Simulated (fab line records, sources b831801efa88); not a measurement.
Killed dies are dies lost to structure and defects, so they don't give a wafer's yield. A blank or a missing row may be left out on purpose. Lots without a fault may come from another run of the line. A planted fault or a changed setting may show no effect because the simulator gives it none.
fab line records | flow gf180mcu
record lots=5 wafers=15 last_day=33
route steps=602 shown STI@14 DNWELL@32 NWELL@42
lots that met no fault: from a run of the same line without faults
start_h: hours from the record's first day to the start of the lot's first wafer shown | wait_h: hours since the lot's step before | " the same as in the row above | L1.1+2: a row that stands for several wafers | - no value, or no start given | * or withheld: withheld | < > ~ a bound
route shown NAME@n: a module of which the file shows steps, and the number in the route of the first | usual: mean/standard deviation of fault-free wafers | same: alike in all rows | chamber/n: place in a boat | sites: the reading at each site | _std_site: their standard deviation | _edge_site: outer sites' mean less inner sites' | radius_mm: how far each site lies from the wafer's centre | mask NAME#n: copy n | behind: the tool/chamber that last shaped the wafer | hold: why the lot was held/for how many hours/how that ended | device: the transistor (n, p or np) that didn't switch | end of line: the same wafers' tests at the end of the route | a step without rows: its recipe alone | killed: dies lost to structure and defects at the first sort, not the wafer's yield | map: a wafer's dies, x killed, . not, _ none there
set.NAME: the setting as run; set.NAME@STEP: as run at that earlier step | model.NAME: the simulator's own value behind a step, which no gauge read
lots at some steps of the route; a table a step, a row a wafer
services: from which hour (start_h, from the record's first day; less than 0 if before it) a tool's chamber was out of use, for how many hours, and why
## steps
# step GF_STI_ETCH_13
# recipe chemistry=CHF3/O2 stop_on=Si over_etch_frac=0.3 target_depth_a=2823.1 source_w=600 bias_w=200 pressure_mtorr=40 chf3_flow_sccm=50 O2_flow_sccm=5 time_s=112.9
# usual drypump_motor_current_A=5.9/0.36 oes_product_au=0.833/0.0059 throttle_valve_pct=8.812/0.0089
# columns lot.wafer tool chamber start_h wait_h drypump_motor_current_A oes_product_au rf_hours_counter_h throttle_valve_pct
L075.1 rie_diel-02 2 32.04 0.1 5.5 0.839 3 8.817
L075.2 " 1 " " 6.3 0.844 1 8.816
L075.3 " 0 " " 5.7 0.845 13 8.820
L078.1 rie_diel-03 3 47.96 0.1 5.7 0.829 89 8.795
L078.3 " 2 " " 6.5 0.831 161 8.817
L078.6 " 0 " " 5.7 0.838 - 8.806
L083.4 rie_diel-03 2 71.06 0.0 6.4 0.832 161 8.818
L083.5 " 1 " " 5.9 0.830 - 8.803
L083.6 " 2 " " 6.5 0.839 - 8.812
L091.1 rie_diel-02 1 115.01 0.1 6.3 0.838 3 8.824
L091.2 " 0 " " 5.7 0.837 16 8.820
L091.5 " 1 " " 6.3 0.834 - 8.810
L092.1 rie_diel-02 0 119.28 0.1 5.7 0.830 16 8.809
L092.3 " 2 " " 5.5 0.834 6 8.816
L092.5 " 1 " " 6.3 0.833 - 8.809
# step GF_STI_ETCH_14
# recipe target=Si chemistry=HBr/Cl2/O2 target_depth_nm=360 icp_w=600 bias_w=150 pressure_mtorr=15 HBr_flow_sccm=150 Cl2_flow_sccm=40 O2_flow_sccm=6 time_s=102.9
# usual drypump_motor_current_A=5.5/0.43 oes_product_au=1.005/0.013 throttle_valve_pct=25.654/0.013
# columns lot.wafer tool chamber start_h wait_h drypump_motor_current_A oes_product_au rf_hours_counter_h throttle_valve_pct
L075.1 rie_si-02 2 32.12 0.0 4.8 0.999 94 25.645
L075.2 " 0 " " 6.0 1.020 20 25.665
L075.3 " 3 " " 6.1 1.016 30 25.681
L078.1 rie_si-02 1 48.04 0.0 5.8 1.021 130 25.656
L078.3 " 0 " " 5.9 1.022 20 25.647
L078.6 " 3 " " 6.1 1.019 - 25.633
L083.4 rie_si-02 2 71.14 0.0 4.8 0.988 94 25.657
L083.5 " 2 " " 4.8 0.988 - 25.650
L083.6 " 3 " " 6.1 1.024 - 25.632
L091.1 rie_si-01 3 115.09 0.0 5.3 1.001 39 25.672
L091.2 " 1 " " 5.3 0.996 3 25.660
L091.5 " 3 " " 5.3 1.008 - 25.662
L092.1 rie_si-01 1 119.36 0.0 5.3 0.996 3 25.665
L092.3 " 2 " " 5.5 0.984 36 25.656
L092.5 " 2 " " 5.5 0.989 - 25.667
# step GF_STI_STRIP_15
# recipe chemistry=O2/N2 power_w=1400 pressure_mtorr=1500 platen_temp_c=250 o2_flow_sccm=3000 n2_flow_sccm=300 overash_fraction=0.5
# usual drypump_motor_current_A=5.7/0.33 heater_power_w=316/36 oes_product_au=0.384/0.0054 strip_time_to_endpoint_s=3.73/0.048
# columns lot.wafer tool chamber start_h wait_h drypump_motor_current_A heater_power_w oes_product_au rf_hours_counter_h strip_time_to_endpoint_s
L075.1 plasma_asher-01 0 32.20 0.0 5.5 295 0.384 37 3.74
L075.2 " 1 " " 5.6 325 0.379 37 3.72
L075.3 " 0 " " 5.5 300 0.386 - 3.76
L078.1 plasma_asher-01 1 48.12 0.0 5.6 333 0.387 39 3.70
L078.3 " 0 " " 5.5 292 0.381 - 3.72
L078.6 " 0 " " 5.5 296 0.375 - 3.64
L083.4 plasma_asher-01 1 71.25 0.1 5.6 327 0.381 - 3.81
L083.5 " 1 " " 5.6 331 0.391 - 3.73
L083.6 " 0 " " 5.5 288 0.385 - 3.73
L091.1 plasma_asher-01 0 115.16 0.0 5.5 301 0.385 45 3.75
L091.2 " 1 " " 5.6 335 0.390 45 3.71
L091.5 " 0 " " 5.5 300 0.384 - 3.79
L092.1 plasma_asher-01 1 119.44 0.0 5.6 329 0.385 46 3.72
L092.3 " 1 " " 5.6 337 0.392 - 3.74
L092.5 " 0 " " 5.5 296 0.390 - 3.77
# step GF_STI_CLEAN_16
# recipe chemistry=dHF time_s=25 dilution=100:1
# columns lot.wafer tool chamber start_h wait_h
L075.1+2+3 wet_bench-03 2 32.30 0.1
L078.1+3+6 wet_bench-02 3 48.22 0.1
L083.4+5+6 wet_bench-02 2 71.32 0.0
L091.1+2+5 wet_bench-04 0 115.26 0.1
L092.1+3+5 wet_bench-02 2 119.54 0.1
# step GF_STI_WET_ETCH_17
# recipe chemistry=H3PO4 target_depth_nm=45 temp_c=160 target=Si3N4 time_s=514
# columns lot.wafer tool chamber start_h wait_h
L075.1+2+3 wet_bench-04 0 32.31 0.0
L078.1+3+6 wet_bench-04 0 48.23 0.0
L083.4+5+6 wet_bench-04 2 71.33 0.0
L091.1+2+5 wet_bench-02 3 115.28 0.0
L092.1+3+5 wet_bench-03 0 119.55 0.0
# step GF_STI_CLEAN_18
# recipe chemistry=SC1/SC2 mix=1:4:20 temp_c=70 time_s=150
# columns lot.wafer tool chamber start_h wait_h
L075.1+2+3 wet_bench-04 0 32.48 0.0
L078.1+3+6 wet_bench-03 2 48.40 0.0
L083.4+5+6 wet_bench-02 3 71.50 0.0
L091.1+2+5 wet_bench-03 0 115.43 0.0
L092.1+3+5 wet_bench-04 2 119.70 0.0
# step GF_STI_CLEAN_19
# recipe chemistry=dHF time_s=20 dilution=100:1
# columns lot.wafer tool chamber start_h wait_h
L075.1+2+3 wet_bench-04 0 32.53 0.0
L078.1+3+6 wet_bench-02 3 48.45 0.0
L083.4+5+6 wet_bench-03 1 71.55 0.0
L091.1+2+5 wet_bench-04 0 115.48 0.0
L092.1+3+5 wet_bench-02 3 119.75 0.0
# step GF_STI_WET_ETCH_20
# recipe chemistry=dHF dilution=100:1 target_depth_nm=20 temp_c=25 dry=ipa_marangoni target=SiO2 time_s=400
# columns lot.wafer tool chamber start_h wait_h
L075.1+2+3 wet_bench-04 1 32.55 0.0
L078.1+3+6 wet_bench-04 1 48.46 0.0
L083.4+5+6 wet_bench-04 3 71.56 0.0
L091.1+2+5 wet_bench-02 2 115.50 0.0
L092.1+3+5 wet_bench-03 0 119.77 0.0
# step GF_STI_OXIDATION_21
# recipe temp_c=1000 ambient=O2 stabilise_s=600 purge_s=300 target_thk_a=150 ox_time_s=458
# usual tube_center_temp_C_max=1002.6/0.42
# columns lot.wafer tool chamber start_h wait_h tube_center_temp_C_max
L075.1 furnace-02 0 34.74 2.1 1002.3
L075.2 " 0 " " 1002.7
L075.3 " 0 " " 1002.2
L078.1 furnace-02 0 48.59 0.0 1003.0
L078.3 " 0 " " 1002.0
L078.6 " 0 " " 1003.0
L083.4 furnace-01 0 73.48 1.8 1002.6
L083.5 " 0 " " 1001.9
L083.6 " 0 " " 1002.3
L091.1 furnace-01 0 115.61 0.0 1003.4
L091.2 " 0 " " 1002.2
L091.5 " 0 " " 1002.6
L092.1 furnace-01 0 120.25 0.4 1003.0
L092.3 " 0 " " 1002.0
L092.5 " 0 " " 1002.3
# step GF_STI_THK_MEAS_22
# recipe reads=SiO2_of_STI_OXIDATION_21
# usual STI_OXIDATION_01_THK=14.8/0.34
# columns lot.wafer tool chamber start_h wait_h STI_OXIDATION_01_THK[nm]
L075.1 film_metro-03 - 35.86 0.0 14.2
L075.2 " - " " 14.3
L075.3 " - " " 14.2
L078.1 film_metro-03 - 49.72 0.0 14.9
L078.3 " - " " 14.6
L078.6 " - " " 14.7
L083.4 film_metro-02 - 74.64 0.0 15.0
L083.5 " - " " 15.1
L083.6 " - " " 15.1
L091.1 film_metro-02 - 116.74 0.0 15.5
L091.2 " - " " 15.0
L091.5 " - " " 15.3
L092.1 film_metro-01 - 121.37 0.0 16.1
L092.3 " - " " 15.7
L092.5 " - " " 15.8
# step GF_STI_CVD_23
# recipe material=SiO2 target_thk_nm=650 sigma_open_frac=0.3 time_s=108.3 temp_c=600 sih4_flow_sccm=60 pressure_mtorr=6
# columns lot.wafer tool chamber start_h wait_h
L075.1+2+3 hdpcvd-01 2,0,1 35.92 0.1
L078.1+3+6 hdpcvd-01 1,0,2 49.78 0.1
L083.4+5+6 hdpcvd-01 0,1,2 74.71 0.1
L091.1+2+5 hdpcvd-02 1,0,1 116.80 0.1
L092.1+3+5 hdpcvd-02 2,0,2 121.43 0.1
# step GF_STI_THK_MEAS_24
# recipe reads=SiO2_of_STI_CVD_23
# usual STI_CVD_23_THK=653/8.5
# columns lot.wafer tool chamber start_h wait_h STI_CVD_23_THK[nm]
L075.1 film_metro-02 - 36.00 0.0 648
L075.2 " - " " 654
L075.3 " - " " 655
L078.1 film_metro-02 - 49.85 0.0 650
L078.3 " - " " 637
L078.6 " - " " 635
L083.4 film_metro-03 - 74.78 0.0 651
L083.5 " - " " 665
L083.6 " - " " 648
L091.1 film_metro-02 - 116.88 0.0 655
L091.2 " - " " 666
L091.5 " - " " 650
L092.1 film_metro-02 - 121.51 0.0 665
L092.3 " - " " 664
L092.5 " - " " 663
# step GF_STI_CMP_25
# recipe stop_on=Si3N4 t_overpolish_s=33 down_force_psi=4 platen_rpm=60 target_thk_nm=524.6 pad_velocity_m_s=0.94248
# usual edge_zone_pressure_frac=1.000/0.0049 motor_current_A=12.1/0.6 overpolish_run_s=33.000/0.0086 platen_rpm=60.00/0.041 time_to_endpoint_s=125/3.8
# columns lot.wafer tool chamber start_h wait_h edge_zone_pressure_frac motor_current_A overpolish_run_s platen_rpm time_to_endpoint_s
L075.1 cmp-01 2 36.06 0.1 1.001 12.1 32.987 59.99 124
L075.2 " 0 " " 0.994 11.9 33.008 60.02 131
L075.3 " 1 " " 0.998 11.9 32.990 60.10 126
L078.3 cmp-01 2 56.28 6.4 0.994 12.5 33.016 60.07 118
L078.1 " 0 " " 1.001 11.6 33.005 60.02 125
L078.6 " 1 " " 1.003 12.2 33.007 60.02 118
L083.4 cmp-01 1 75.59 0.8 0.996 12.8 32.990 59.93 118
L083.5 " 3 " " 1.004 12.1 33.004 59.97 128
L083.6 " 0 " " 1.010 12.0 33.016 60.03 124
L091.1 cmp-02 1 117.09 0.2 0.999 11.5 32.997 59.97 122
L091.2 " 2 " " 0.994 10.9 33.014 59.96 120
L091.5 " 3 " " 0.994 12.3 33.004 60.02 120
L092.1 cmp-02 2 121.57 0.1 1.012 11.4 32.995 59.94 122
L092.3 " 1 " " 1.001 11.0 33.005 60.06 121
L092.5 " 2 " " 1.004 10.8 33.000 59.92 122
# step GF_STI_WET_ETCH_26
# recipe chemistry=dHF target_depth_nm=94 target=SiO2 temp_c=25 dilution=10:1 time_s=188
# columns lot.wafer tool chamber start_h wait_h
L075.1+2+3 wet_bench-02 3 36.36 0.2
L078.1+3+6 wet_bench-04 2 56.53 0.1
L083.4+5+6 wet_bench-02 2 75.79 0.1
L091.1+2+5 wet_bench-04 3 117.30 0.2
L092.1+3+5 wet_bench-04 2 121.87 0.2
# step GF_STI_WET_ETCH_27
# recipe chemistry=H3PO4 target_depth_nm=160 target=Si3N4 temp_c=160 time_s=1825
# columns lot.wafer tool chamber start_h wait_h
L075.1+2+3 wet_bench-03 3 36.42 0.0
L078.1+3+6 wet_bench-03 2 56.60 0.0
L083.4+5+6 wet_bench-03 0 75.85 0.0
L091.1+2+5 wet_bench-03 0 117.36 0.0
L092.1+3+5 wet_bench-02 0 121.93 0.0
# step GF_STI_WET_ETCH_28
# recipe chemistry=dHF target_depth_nm=20 dry=ipa_marangoni target=SiO2 temp_c=25 dilution=10:1 time_s=40
# columns lot.wafer tool chamber start_h wait_h
L075.1+2+3 wet_bench-02 0 36.98 0.0
L078.1+3+6 wet_bench-04 1 57.12 0.0
L083.4+5+6 wet_bench-02 3 76.47 0.0
L091.1+2+5 wet_bench-04 3 117.88 0.0
L092.1+3+5 wet_bench-03 1 122.45 0.0
# step GF_STI_OXIDATION_29
# recipe temp_c=900 ambient=O2 stabilise_s=600 purge_s=300 target_thk_a=100 ox_time_s=1418
# usual tube_center_temp_C_max=902.3/0.38
# columns lot.wafer tool chamber start_h wait_h tube_center_temp_C_max
L075.1 furnace-02 0 38.51 1.5 902.9
L075.2 " 0 " " 902.0
L075.3 " 0 " " 902.5
L078.1 furnace-01 0 57.14 0.0 902.3
L078.3 " 0 " " 902.1
L078.6 " 0 " " 902.3
L083.4 furnace-02 0 79.99 3.5 902.4
L083.5 " 0 " " 902.6
L083.6 " 0 " " 901.8
L091.1 furnace-01 0 118.85 1.0 901.8
L091.2 " 0 " " 902.4
L091.5 " 0 " " 902.1
L092.1 furnace-01 0 122.77 0.3 901.9
L092.3 " 0 " " 903.0
L092.5 " 0 " " 902.8
# step GF_STI_THK_MEAS_30
# recipe reads=SiO2_of_STI_OXIDATION_29
# usual STI_OXIDATION_02_THK=10.01/0.2
# columns lot.wafer tool chamber start_h wait_h STI_OXIDATION_02_THK[nm]
L075.1 film_metro-02 - 39.90 0.0 10.13
L075.2 " - " " 10.29
L075.3 " - " " 10.01
L078.1 film_metro-03 - 58.53 0.0 9.90
L078.3 " - " " 10.23
L078.6 " - " " 10.09
L083.4 film_metro-03 - 81.41 0.0 9.49
L083.5 " - " " 9.69
L083.6 " - " " 9.50
L091.1 film_metro-01 - 120.25 0.0 10.41
L091.2 " - " " 10.30
L091.5 " - " " 10.44
L092.1 film_metro-03 - 124.16 0.0 10.19
L092.3 " - " " 9.93
L092.5 " - " " 10.18
# step GF_DNWELL_DEHYDRATE_00
# recipe temp_c=200 time_s=60
# usual plate_temp_C=199.99/0.16
# columns lot.wafer tool chamber start_h wait_h plate_temp_C
L075.1 litho_track-01 0 45.49 5.6 200.07
L075.2 " 0 " " 199.72
L075.3 " 0 " " 200.08
L078.1 litho_track-02 0 63.36 4.8 199.99
L078.3 " 0 " " 199.99
L078.6 " 0 " " 200.11
L083.4 litho_track-03 0 87.24 5.8 199.87
L083.5 " 0 " " 199.97
L083.6 " 0 " " 199.98
L091.1 litho_track-03 0 127.61 7.4 200.00
L091.2 " 0 " " 199.53
L091.5 " 0 " " 199.84
L092.1 litho_track-02 0 131.50 7.3 199.99
L092.3 " 0 " " 200.04
L092.5 " 0 " " 200.00
# step GF_DNWELL_HMDS_01
# recipe prime_time_s=60 prime_temp_c=120
# usual prime_temp_c=120.01/0.14
# columns lot.wafer tool chamber start_h wait_h prime_temp_c
L075.1 litho_track-01 0 45.64 0.1 119.88
L075.2 " 0 " " 120.01
L075.3 " 0 " " 120.04
L078.1 litho_track-02 0 63.51 0.1 120.08
L078.3 " 0 " " 120.09
L078.6 " 0 " " 119.93
L083.4 litho_track-03 0 87.39 0.1 120.07
L083.5 " 0 " " 119.97
L083.6 " 0 " " 119.94
L091.1 litho_track-03 0 127.76 0.1 120.06
L091.2 " 0 " " 119.94
L091.5 " 0 " " 119.97
L092.1 litho_track-02 0 131.65 0.1 119.90
L092.3 " 0 " " 119.95
L092.5 " 0 " " 119.93
# step GF_DNWELL_COAT_02
# recipe spin_rpm=2000 resist_thk_nm=3000
# columns lot.wafer tool chamber start_h wait_h
L075.1+2+3 litho_track-01 0 45.79 0.1
L078.1+3+6 litho_track-02 0 63.66 0.1
L083.4+5+6 litho_track-03 0 87.54 0.1
L091.1+2+5 litho_track-03 0 127.91 0.1
L092.1+3+5 litho_track-02 0 131.80 0.1
# step GF_DNWELL_SOFTBAKE_03
# recipe temp_c=110 time_s=withheld
# usual plate_temp_C=110.02/0.14
# columns lot.wafer tool chamber start_h wait_h plate_temp_C
L075.1 litho_track-01 0 45.94 0.1 109.92
L075.2 " 0 " " 110.14
L075.3 " 0 " " 109.91
L078.1 litho_track-02 0 63.81 0.1 109.86
L078.3 " 0 " " 109.92
L078.6 " 0 " " 109.94
L083.4 litho_track-03 0 87.71 0.1 110.03
L083.5 " 0 " " 110.02
L083.6 " 0 " " 109.83
L091.1 litho_track-03 0 128.06 0.1 109.86
L091.2 " 0 " " 110.00
L091.5 " 0 " " 109.91
L092.1 litho_track-02 0 131.95 0.1 109.78
L092.3 " 0 " " 109.84
L092.5 " 0 " " 109.81
# step GF_DNWELL_EXPOSE_04
# recipe mask_id=DNWELL target_cd_nm=1700 na=0.6 source_shape=conventional sigma_outer=0.6 dose_mj=260
# columns lot.wafer tool chamber start_h wait_h mask
L075.1+2+3 iline_stepper-02 0 - - DNWELL#0
L078.1+3+6 iline_stepper-01 0 - - DNWELL#0
L083.4+5+6 iline_stepper-02 0 - - DNWELL#0
L091.1+2+5 iline_stepper-01 0 - - DNWELL#0
L092.1+3+5 iline_stepper-01 0 - - DNWELL#0
# step GF_DNWELL_PEB_05
# recipe temp_c=115 time_s=withheld
# usual plate_temp_C=114.99/0.15
# columns lot.wafer tool chamber start_h wait_h plate_temp_C
L075.1 litho_track-01 0 - - 115.10
L075.2 " 0 " " 114.90
L075.3 " 0 " " 115.07
L078.1 litho_track-01 0 - - 115.03
L078.3 " 0 " " 114.95
L078.6 " 0 " " 115.08
L083.4 litho_track-01 0 - - 115.08
L083.5 " 0 " " 115.14
L083.6 " 0 " " 114.95
L091.1 litho_track-02 0 - - 114.84
L091.2 " 0 " " 114.89
L091.5 " 0 " " 114.94
L092.1 litho_track-02 0 - - 115.11
L092.3 " 0 " " 115.08
L092.5 " 0 " " 115.00
# step GF_DNWELL_DEVELOP_06
# recipe wall_angle_deg=90 develop_time_s=60 dev_temp_c=23
# columns lot.wafer tool chamber start_h wait_h
L075.1+2+3 litho_track-01 0 - -
L078.1+3+6 litho_track-01 0 - -
L083.4+5+6 litho_track-01 0 - -
L091.1+2+5 litho_track-02 0 - -
L092.1+3+5 litho_track-02 0 - -
# step GF_DNWELL_IMPLANT_07
# recipe species=P energy_kev=1500 dose_cm2=1e+13 tilt_deg=0
# columns lot.wafer tool chamber start_h wait_h
L075.1+2+3 implanter-04 0 52.74 -
L078.1+3+6 implanter-03 0 70.59 -
L083.4+5+6 implanter-01 0 95.42 -
L091.1+2+5 implanter-04 0 136.00 -
L092.1+3+5 implanter-03 0 138.90 -
# step GF_DNWELL_STRIP_08
# recipe chemistry=O2/N2 power_w=1400 pressure_mtorr=1500 platen_temp_c=250 o2_flow_sccm=3000 n2_flow_sccm=300 overash_fraction=0.5
# usual drypump_motor_current_A=5.65/0.24 heater_power_w=331/23 oes_product_au=0.722/0.0043 strip_time_to_endpoint_s=36.96/0.12
# columns lot.wafer tool chamber start_h wait_h drypump_motor_current_A heater_power_w oes_product_au rf_hours_counter_h strip_time_to_endpoint_s
L075.1 plasma_asher-02 1 52.89 0.1 5.60 355 0.725 32 37.06
L075.2 " 0 " " 6.05 357 0.725 32 36.96
L075.3 " 1 " " 5.60 346 0.718 - 37.06
L078.1 plasma_asher-04 1 70.74 0.1 5.37 360 0.717 30 36.78
L078.3 " 0 " " 5.98 324 0.722 - 36.76
L078.6 " 1 " " 5.40 354 0.718 - 36.81
L083.4 plasma_asher-04 1 95.53 0.1 5.39 356 0.721 - 37.14
L083.5 " 0 " " 5.99 308 0.722 - 37.20
L083.6 " 1 " " 5.38 357 0.731 - 37.12
L091.1 plasma_asher-02 0 136.15 0.1 6.08 366 0.721 41 37.07
L091.2 " 1 " " 5.62 343 0.728 41 37.06
L091.5 " 1 " " 5.61 347 0.722 - 37.05
L092.1 plasma_asher-04 1 139.05 0.1 5.39 360 0.717 38 36.87
L092.3 " 0 " " 5.98 307 0.718 - 36.98
L092.5 " 0 " " 5.99 314 0.725 - 36.96
# step GF_DNWELL_TW_MEAS_09
# usual DNWELL_TW=1360/11
# columns lot.wafer tool chamber start_h wait_h DNWELL_TW
L075.1 film_metro-03 - 52.99 0.1 1348
L075.2 " - " " 1346
L075.3 " - " " 1341
L078.1 film_metro-01 - 70.84 0.1 1362
L078.3 " - " " 1370
L078.6 " - " " 1366
L083.4 film_metro-03 - 95.62 0.1 1352
L083.5 " - " " 1353
L083.6 " - " " 1351
L091.1 film_metro-04 - 136.25 0.1 1362
L091.2 " - " " 1357
L091.5 " - " " 1371
L092.1 film_metro-04 - 139.15 0.1 1366
L092.3 " - " " 1367
L092.5 " - " " 1357
# step GF_NWELL_DEHYDRATE_00
# recipe temp_c=200 time_s=60
# usual plate_temp_C=200.00/0.16
# columns lot.wafer tool chamber start_h wait_h plate_temp_C
L075.1 litho_track-02 0 58.06 5.1 200.17
L075.2 " 0 " " 199.96
L075.3 " 0 " " 199.94
L078.1 litho_track-04 0 76.47 5.6 199.70
L078.3 " 0 " " 199.72
L078.6 " 0 " " 199.82
L083.4 litho_track-04 0 102.45 6.8 200.10
L083.5 " 0 " " 199.93
L083.6 " 0 " " 200.09
L091.1 litho_track-02 0 142.95 6.7 200.09
L091.2 " 0 " " 199.85
L091.5 " 0 " " 199.78
L092.1 litho_track-04 0 146.82 7.7 199.91
L092.3 " 0 " " 199.77
L092.5 " 0 " " 199.90
# step GF_NWELL_HMDS_01
# recipe prime_time_s=60 prime_temp_c=120
# usual prime_temp_c=120.00/0.14
# columns lot.wafer tool chamber start_h wait_h prime_temp_c
L075.1 litho_track-02 0 58.21 0.1 120.05
L075.2 " 0 " " 120.16
L075.3 " 0 " " 119.95
L078.1 litho_track-04 0 76.62 0.1 120.02
L078.3 " 0 " " 119.98
L078.6 " 0 " " 120.08
L083.4 litho_track-04 0 102.60 0.1 120.01
L083.5 " 0 " " 120.09
L083.6 " 0 " " 120.04
L091.1 litho_track-02 0 143.10 0.1 120.06
L091.2 " 0 " " 119.92
L091.5 " 0 " " 119.83
L092.1 litho_track-04 0 146.97 0.1 119.77
L092.3 " 0 " " 119.82
L092.5 " 0 " " 120.08
# step GF_NWELL_COAT_02
# recipe spin_rpm=2000 resist_thk_nm=3000
# columns lot.wafer tool chamber start_h wait_h
L075.1+2+3 litho_track-02 0 58.36 0.1
L078.1+3+6 litho_track-04 0 76.77 0.1
L083.4+5+6 litho_track-04 0 102.75 0.1
L091.1+2+5 litho_track-02 0 143.25 0.1
L092.1+3+5 litho_track-04 0 147.12 0.1
# step GF_NWELL_SOFTBAKE_03
# recipe temp_c=110 time_s=withheld
# usual plate_temp_C=109.99/0.13
# columns lot.wafer tool chamber start_h wait_h plate_temp_C
L075.1 litho_track-02 0 58.51 0.1 110.05
L075.2 " 0 " " 109.90
L075.3 " 0 " " 110.17
L078.1 litho_track-04 0 76.92 0.1 109.87
L078.3 " 0 " " 109.96
L078.6 " 0 " " 110.20
L083.4 litho_track-04 0 102.92 0.1 109.80
L083.5 " 0 " " 110.01
L083.6 " 0 " " 109.80
L091.1 litho_track-02 0 143.40 0.1 110.05
L091.2 " 0 " " 110.04
L091.5 " 0 " " 110.14
L092.1 litho_track-04 0 147.27 0.1 110.29
L092.3 " 0 " " 110.17
L092.5 " 0 " " 110.08
# step GF_NWELL_EXPOSE_04
# recipe mask_id=Nwell target_cd_nm=860 na=0.6 source_shape=conventional sigma_outer=0.6 dose_mj=260
# columns lot.wafer tool chamber start_h wait_h mask
L075.1+2+3 iline_stepper-02 0 - - Nwell#0
L078.1+3+6 iline_stepper-01 0 - - Nwell#0
L083.4+5+6 iline_stepper-01 0 - - Nwell#0
L091.1+2+5 iline_stepper-02 0 - - Nwell#0
L092.1+3+5 iline_stepper-02 0 - - Nwell#0
# step GF_NWELL_PEB_05
# recipe temp_c=115 time_s=withheld
# usual plate_temp_C=115.00/0.15
# columns lot.wafer tool chamber start_h wait_h plate_temp_C
L075.1 litho_track-02 0 - - 115.14
L075.2 " 0 " " 115.27
L075.3 " 0 " " 115.08
L078.1 litho_track-04 0 - - 115.10
L078.3 " 0 " " 114.71
L078.6 " 0 " " 114.92
L083.4 litho_track-03 0 - - 115.07
L083.5 " 0 " " 115.11
L083.6 " 0 " " 115.13
L091.1 litho_track-03 0 - - 114.84
L091.2 " 0 " " 114.85
L091.5 " 0 " " 115.15
L092.1 litho_track-02 0 - - 114.79
L092.3 " 0 " " 115.03
L092.5 " 0 " " 114.71
# step GF_NWELL_DEVELOP_06
# recipe wall_angle_deg=90 develop_time_s=60 dev_temp_c=23
# columns lot.wafer tool chamber start_h wait_h
L075.1+2+3 litho_track-02 0 - -
L078.1+3+6 litho_track-04 0 - -
L083.4+5+6 litho_track-03 0 - -
L091.1+2+5 litho_track-03 0 - -
L092.1+3+5 litho_track-02 0 - -
# step GF_NWELL_OVL_MEAS_07
# usual NWELL_OVL=0.5/1.4
# columns lot.wafer tool chamber start_h wait_h NWELL_OVL[nm]
L075.1 overlay-01 - 64.66 - -0.3
L075.2 " - " " -0.9
L075.3 " - " " 0.0
L078.1 overlay-01 - 83.62 - 0.6
L078.3 " - " " 1.0
L078.6 " - " " 1.3
L083.4 overlay-01 - 109.53 - -2.3
L083.5 " - " " -0.5
L083.6 " - " " 0.1
L091.1 overlay-02 - 151.51 - 0.7
L091.2 " - " " -1.1
L091.5 " - " " 0.5
L092.1 overlay-02 - 155.25 - 0.3
L092.3 " - " " -1.9
L092.5 " - " " -0.2
# step GF_NWELL_IMPLANT_08
# recipe species=P energy_kev=450 dose_cm2=1.5e+13 tilt_deg=0
# columns lot.wafer tool chamber start_h wait_h
L075.1+2+3 implanter-02 0 64.69 0.0
L078.1+3+6 implanter-03 0 83.66 0.0
L083.4+5+6 implanter-02 0 109.62 0.1
L091.1+2+5 implanter-03 0 151.55 0.0
L092.1+3+5 implanter-02 0 155.29 0.0
# step GF_NWELL_IMPLANT_09
# recipe species=P energy_kev=160 dose_cm2=4e+12 tilt_deg=0
# columns lot.wafer tool chamber start_h wait_h
L075.1+2+3 implanter-02 0 64.84 0.1
L078.1+3+6 implanter-03 0 83.81 0.1
L083.4+5+6 implanter-02 0 109.77 0.1
L091.1+2+5 implanter-03 0 151.70 0.1
L092.1+3+5 implanter-02 0 155.44 0.1
# step GF_NWELL_STRIP_10
# recipe chemistry=O2/N2 power_w=1400 pressure_mtorr=1500 platen_temp_c=250 o2_flow_sccm=3000 n2_flow_sccm=300 overash_fraction=0.5
# usual drypump_motor_current_A=5.8/0.41 heater_power_w=315/43 oes_product_au=0.722/0.0047 strip_time_to_endpoint_s=36.97/0.083
# columns lot.wafer tool chamber start_h wait_h drypump_motor_current_A heater_power_w oes_product_au rf_hours_counter_h strip_time_to_endpoint_s
L075.1 plasma_asher-04 1 64.99 0.1 5.4 354 0.722 30 36.92
L075.2 " 0 " " 6.0 318 0.721 30 37.02
L075.3 " 0 " " 6.0 309 0.725 - 37.00
L078.1 plasma_asher-02 0 83.96 0.1 6.1 360 0.724 35 36.98
L078.3 " 1 " " 5.6 341 0.725 - 36.97
L078.6 " 1 " " 5.6 346 0.723 - 36.97
L083.4 plasma_asher-04 1 109.88 0.1 5.4 360 0.719 - 36.94
L083.5 " 0 " " 6.0 314 0.723 - 36.95
L083.6 " 1 " " 5.4 356 0.726 - 36.94
L091.1 plasma_asher-04 0 151.85 0.1 6.0 310 0.723 39 37.07
L091.2 " 1 " " 5.4 349 0.722 39 36.97
L091.5 " 0 " " 6.0 314 0.717 - 37.00
L092.1 plasma_asher-02 0 155.59 0.1 6.1 359 0.733 44 36.98
L092.3 " 0 " " 6.1 359 0.722 - 36.96
L092.5 " 0 " " 6.1 361 0.723 - 36.89
# step GF_NWELL_TW_MEAS_11
# usual NWELL_TW=1575/13
# columns lot.wafer tool chamber start_h wait_h NWELL_TW
L075.1 film_metro-02 - 65.09 0.1 1561
L075.2 " - " " 1554
L075.3 " - " " 1559
L078.1 film_metro-04 - 84.06 0.1 1578
L078.3 " - " " 1584
L078.6 " - " " 1589
L083.4 film_metro-02 - 109.98 0.1 1564
L083.5 " - " " 1571
L083.6 " - " " 1554
L091.1 film_metro-03 - 151.95 0.1 1580
L091.2 " - " " 1566
L091.5 " - " " 1571
L092.1 film_metro-04 - 155.69 0.1 1589
L092.3 " - " " 1585
L092.5 " - " " 1590
## services
# columns tool chamber start_h hours kind
rie_diel-02 - 13.54 0.9 repair
iline_stepper-01 - 16.13 1.7 pm
iline_stepper-02 - 16.58 2.9 repair
cmp-01 - 17.40 0.8 repair
furnace-01 - 28.55 6.0 pm
iline_stepper-02 - 29.81 8.9 pm
rie_si-02 1 30.64 7.5 repair
iline_stepper-02 - 38.70 1.7 pm
cmp-01 - 44.43 10.6 pm
furnace-02 - 44.62 3.6 pm
implanter-02 - 46.72 4.8 pm
plasma_asher-04 - 52.11 4.7 repair
implanter-02 - 53.81 2.4 repair
cmp-01 - 57.37 2.3 repair
cmp-01 - 63.18 2.4 repair
rie_diel-02 - 63.64 0.2 repair
plasma_asher-02 - 71.07 1.0 repair
implanter-03 - 78.05 3.4 repair
implanter-02 - 80.11 2.8 repair
furnace-01 - 80.40 2.6 pm
furnace-02 - 92.86 3.7 pm
implanter-02 - 116.07 9.0 repair
iline_stepper-02 - 118.34 4.4 pm
implanter-02 - 135.26 5.4 pm
## key
fault none
